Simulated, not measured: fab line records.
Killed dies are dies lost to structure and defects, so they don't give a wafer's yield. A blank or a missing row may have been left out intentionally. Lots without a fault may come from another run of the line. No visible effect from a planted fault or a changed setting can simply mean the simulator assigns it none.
Which tool was responsible? | flow sky130 | 39 wafers from 13 lots sampled at 5 of the route's 708 steps

## WHAT EACH GAUGE READ, for each wafer
SKY_DNWELL_TW_MEAS_09. Usual: DNWELL_TW gives 1122 (standard deviation 7.7).
lot  | measured    | on            | DNWELL_TW         | flag
L590 | day 3 13:49 | film_metro-04 | 1132 1137 1133    |
L591 | day 4 08:57 | film_metro-03 | 1124 1127 1124    |
L592 | day 4 09:05 | film_metro-04 | 1128 1122 1128    |
L594 | day 4 20:41 | film_metro-04 | 1124 1126 1126    |
L595 | day 4 23:32 | film_metro-04 | 1124 1136 1128    |
L596 | day 4 23:53 | film_metro-04 | 1121 1122 1124    |
L598 | day 5 04:53 | film_metro-04 | 30 30 30 30 30 30 | OFF
L601 | day 5 23:59 | film_metro-02 | 1108 1106 1115    |
L603 | day 6 11:50 | film_metro-04 | 1127 1131 1129    |
L608 | day 8 01:27 | film_metro-04 | 1131 1131 1131    |
L609 | day 8 03:23 | film_metro-02 | 1111 1111 1113    |
L610 | day 8 03:41 | film_metro-02 | 1111 1121 1112    |
L611 | day 8 06:19 | film_metro-02 | 1112 1110 1109    |

SKY_SONOS_ONO_THK_MEAS_03. Usual: SONOS_ONO_CVD_02_THK gives 10.75 nm (standard deviation 0.13).
lot  | measured     | on            | SONOS_ONO_CVD_02_THK (nm) | flag
L590 | day 11 20:59 | film_metro-01 | 10.87 10.85 10.95         |
L591 | day 13 02:37 | film_metro-04 | 10.72 10.83 10.92         |
L592 | day 13 06:39 | film_metro-01 | 10.60 10.75 10.53         |
L594 | day 13 21:32 | film_metro-04 | 10.79 10.78 10.66         |
L595 | day 14 02:32 | film_metro-04 | 10.89 10.84 10.83         |
L596 | day 14 03:35 | film_metro-03 | 11.02 10.95 10.99         |
L601 | day 15 17:02 | film_metro-03 | 10.62 10.62 10.69         |
L603 | day 16 13:33 | film_metro-01 | 10.65 10.67 10.75         |
L608 | day 18 16:25 | film_metro-01 | 10.59 10.65 10.70         |
L609 | day 18 19:14 | film_metro-03 | 10.42 10.46 10.59         |
L610 | day 18 19:14 | film_metro-04 | 10.96 10.86 10.93         |
L611 | day 18 21:31 | film_metro-01 | 10.83 10.81 10.78         |

SKY_LOCAL_INTERCONNECT_RS_MEAS_01: a four-point-probe measurement. Usual: LOCAL_INTERCONNECT_TIN_RS gives 14.05 ohm/sq (standard deviation 0.15).
lot  | measured     | on            | LOCAL_INTERCONNECT_TIN_RS (ohm/sq) | flag
L590 | day 30 01:58 | film_metro-04 | 13.89 13.97 13.82                  |
L591 | day 30 17:20 | film_metro-02 | 14.08 13.84 14.05                  |
L592 | day 31 01:55 | film_metro-01 | 13.91 14.00 14.03                  |
L594 | day 31 21:56 | film_metro-02 | 13.77 13.96 13.87                  |
L595 | day 32 01:32 | film_metro-01 | 14.04 13.91 13.97                  |
L596 | day 32 00:14 | film_metro-04 | 13.93 13.94 13.90                  |
L601 | day 33 06:20 | film_metro-02 | 13.91 14.03 13.97                  |
L603 | day 34 01:56 | film_metro-04 | 13.97 14.05 14.06                  |
L608 | day 36 00:58 | film_metro-01 | 14.00 13.93 14.05                  |
L609 | day 36 06:25 | film_metro-02 | 14.21 14.10 14.05                  |
L610 | day 36 04:53 | film_metro-01 | 14.13 14.00 14.14                  |
L611 | day 36 08:34 | film_metro-01 | 14.07 14.28 14.18                  |

SKY_CONTACT_CD_MEAS_14 targets a cd of 170 nm. Usual: cd_nm 169.9 nm, standard deviation 1.7.
lot  | measured     | on        | cd_nm (nm)        | flag
L590 | day 32 09:52 | cd_sem-01 | 166.7 168.9 169.3 |
L591 | day 33 00:58 | cd_sem-01 | 172.4 171.5 173.0 |
L592 | day 33 09:26 | cd_sem-02 | 169.7 168.8 170.2 |
L594 | day 34 05:38 | cd_sem-02 | 168.6 167.7 169.1 |
L595 | day 34 08:26 | cd_sem-01 | 171.3 171.3 169.0 |
L596 | day 34 06:56 | cd_sem-02 | 170.0 171.3 171.0 |
L601 | day 35 12:21 | cd_sem-02 | 169.9 169.6 169.7 |
L603 | day 36 08:22 | cd_sem-01 | 168.2 169.8 170.5 |
L608 | day 38 05:04 | cd_sem-01 | 173.1 172.9 173.6 |
L609 | day 38 11:08 | cd_sem-02 | 169.6 171.1 170.9 |
L610 | day 38 09:05 | cd_sem-01 | 169.7 169.7 170.7 |
L611 | day 38 13:29 | cd_sem-01 | 170.3 170.1 170.6 |

## WHICH TOOL RAN EACH LOT (tool, then ch and the chambers of the sampled wafers, then the start)
lot  | SKY_DNWELL_EXPOSE_04
L590 | iline_stepper-01 ch 0, day 3 06:42
L591 | iline_stepper-02 ch 0, day 4 01:02
L592 | iline_stepper-02 ch 0, day 4 01:08
L594 | iline_stepper-01 ch 0, day 4 11:14
L595 | iline_stepper-02 ch 0, day 4 14:25
L596 | iline_stepper-01 ch 0, day 4 14:39
L598 | iline_stepper-02 ch 0, day 4 20:22
L601 | iline_stepper-02 ch 0, day 5 15:31
L603 | iline_stepper-02 ch 0, day 6 02:31
L608 | iline_stepper-02 ch 0, day 7 15:26
L609 | iline_stepper-01 ch 0, day 7 17:16
L610 | iline_stepper-01 ch 0, day 7 17:22
L611 | iline_stepper-02 ch 0, day 7 20:29
- SKY_DNWELL_EXPOSE_04: exposes mask DNM, target cd 3000 nm.

## WHAT THE TOOLS THEMSELVES READ (means of the sampled wafers that have a number; where no wafer has one, the mark that the record gives instead)
SKY_DNWELL_EXPOSE_04. Usual: exposure_dose_mJ_cm2 222.03, standard deviation 0.21.
lot  | tool             | exposure_dose_mJ_cm2 | flag
L590 | iline_stepper-01 | 222.23               |
L591 | iline_stepper-02 | 221.82               |
L592 | iline_stepper-02 | 221.97               |
L594 | iline_stepper-01 | 222.21               |
L595 | iline_stepper-02 | 222.14               |
L596 | iline_stepper-01 | 221.95               |
L598 | iline_stepper-02 | 222.07               |
L601 | iline_stepper-02 | 222.49               |
L603 | iline_stepper-02 | 222.07               |
L608 | iline_stepper-02 | 222.07               |
L609 | iline_stepper-01 | 222.18               |
L610 | iline_stepper-01 | 221.98               |
L611 | iline_stepper-02 | 222.02               |

## THE ANSWER, worked out from the rows above alone
Rule: take the mean of a lot's wafers that have a number; if it is more than 3 standard deviations from the usual mean, the lot is off. Also off: a lot with no number at a reading for which 4 or more lots have one. All remaining lots with rows at the step are treated as sound. The gauges are gone through in route order, then the tools' own readings, and for those a lot's mean is taken as printed above. At the first step where some lot is off, the reading lying furthest off is the one used; lots without a number count as furthest.
Off: at SKY_DNWELL_TW_MEAS_09 (DNWELL_TW), L598.
If a tool, at a process step before that reading, ran all the lots that are off and no sound lot after the first of them, it fits. Those tools and the gauges at SKY_DNWELL_TW_MEAS_09 are tried in the same way. Of those tried, none fits.

## WHAT THE SIMULATOR HAD PUT IN
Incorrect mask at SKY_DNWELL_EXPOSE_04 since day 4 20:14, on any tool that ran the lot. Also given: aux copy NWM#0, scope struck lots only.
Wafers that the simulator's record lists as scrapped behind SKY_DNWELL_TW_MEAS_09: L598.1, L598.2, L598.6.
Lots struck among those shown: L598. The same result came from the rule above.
